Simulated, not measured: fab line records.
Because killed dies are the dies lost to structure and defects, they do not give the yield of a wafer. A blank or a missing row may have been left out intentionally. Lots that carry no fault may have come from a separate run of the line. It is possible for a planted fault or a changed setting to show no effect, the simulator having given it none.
A single fault, viewed from 2 desks || flow gf180mcu || what lay behind the numbers comes last; until then each desk has only its own

## FOR THE TOOL OWNER'S DESK: pecvd-01
The tool's own readings at GF_V1_CVD_02 (deposits SiO2 from TEOS, target thk 850 nm, time 94.851 s): means of the sampled wafers that have a number, for each lot that ran on this tool. The brackets show how far a lot's mean lies from the usual mean; more than 4 standard deviations puts the lot out of limits, marked OUT.
Columns: A = heaterPowerW at GF_V1_CVD_02, usual 661 W
{"lot": "L884", "first seen here": "day 18 08:35", "A": 617}
{"lot": "L885", "first seen here": "day 19 01:43", "A": 693}
{"lot": "L887", "first seen here": "day 19 16:52", "A": 697}
{"lot": "L888", "first seen here": "day 19 21:31", "A": 652}
{"lot": "L892", "first seen here": "day 21 19:01", "A": 641}
{"lot": "L895", "first seen here": "day 22 15:31", "A": 626}
{"lot": "L900", "first seen here": "day 24 01:55", "A": 712}
{"lot": "L901", "first seen here": "day 24 10:58", "A": 737}
This desk's verdict: no lot among the 8 shows anything out of limits.

## THE METROLOGY DESK
What the gauges read for every lot (on any tool): the sampled wafers with a number, averaged. The brackets show how far a lot's mean lies from the usual mean; more than 4 standard deviations puts the lot out of limits, marked OUT.
Columns: A = cdNm at GF_M1_CD_MEAS_14, usual 230.1 nm; B = M1_OVL at GF_M1_OVL_MEAS_15, usual 1 nm; C = V1_CVD_02_THK at GF_V1_THK_MEAS_03, usual 853 nm; D = V1_BOW at GF_V1_BOW_MEAS_05, usual 84 um
{"lot": "L882", "first seen here": "day 17 15:50", "A": 229.2, "B": 11, "C": 846, "D": 78}
{"lot": "L883", "first seen here": "day 17 19:29", "A": 228.6, "B": 3, "C": 854, "D": 85}
{"lot": "L884", "first seen here": "day 18 07:40", "A": 230.1, "B": -1, "C": 838, "D": 83}
{"lot": "L885", "first seen here": "day 19 00:48", "A": 229.8, "B": -3, "C": 859, "D": 91}
{"lot": "L887", "first seen here": "day 19 15:37", "A": 229.3, "B": -5, "C": 858, "D": 87}
{"lot": "L888", "first seen here": "day 19 20:14", "A": 230.3, "B": 2, "C": 858, "D": 79}
{"lot": "L890", "first seen here": "day 20 08:50", "A": 229.2, "B": -4, "C": 854, "D": 90}
{"lot": "L892", "first seen here": "day 21 18:03", "A": 231.5, "B": -2, "C": 859, "D": 88}
{"lot": "L893", "first seen here": "day 21 19:47", "A": 230.6, "B": 2, "C": 847, "D": 83}
{"lot": "L895", "first seen here": "day 22 14:37", "A": 228.4, "B": 5, "C": 849, "D": 77}
{"lot": "L897", "first seen here": "day 23 08:47", "A": 230.1, "B": 3, "C": 871, "D": 84}
{"lot": "L900", "first seen here": "day 24 00:57", "A": 229.3, "B": 0, "C": "744 (-9.1) OUT", "D": 90}
{"lot": "L901", "first seen here": "day 24 10:03", "A": 229.4, "B": 3, "C": "752 (-8.4) OUT", "D": 80}
{"lot": "L904", "first seen here": "day 25 10:22", "A": 231.1, "B": -0, "C": 857, "D": 88}
This desk's result: L900, L901 out of limits, first on L900 (V1_CVD_02_THK at GF_V1_THK_MEAS_03), day 24 01:59. L882, L883, L884, L885, L887, L888, L890, L892, L893, L895, L897, L904 stayed within limits.

## TAKEN TOGETHER
At day 24 01:59 the metrology desk could have sounded an alarm, on L900, L901.
The desk of the tool owner found nothing out of limits.
On record at the tool owner's desk: L900, L901, within its limits.
The lots listed all ran GF_V1_CVD_02 on pecvd-01.

## WHAT HAD BEEN PUT IN BY THE SIMULATOR
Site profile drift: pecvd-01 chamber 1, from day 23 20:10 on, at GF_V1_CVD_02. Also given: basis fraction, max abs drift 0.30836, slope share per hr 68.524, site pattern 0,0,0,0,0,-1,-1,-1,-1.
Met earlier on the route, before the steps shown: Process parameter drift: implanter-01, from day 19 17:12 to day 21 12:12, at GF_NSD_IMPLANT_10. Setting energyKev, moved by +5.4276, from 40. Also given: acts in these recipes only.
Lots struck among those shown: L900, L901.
Per desk, hours elapsed from the start of the fault to the first reading out of limits: for the metrology desk, 6.
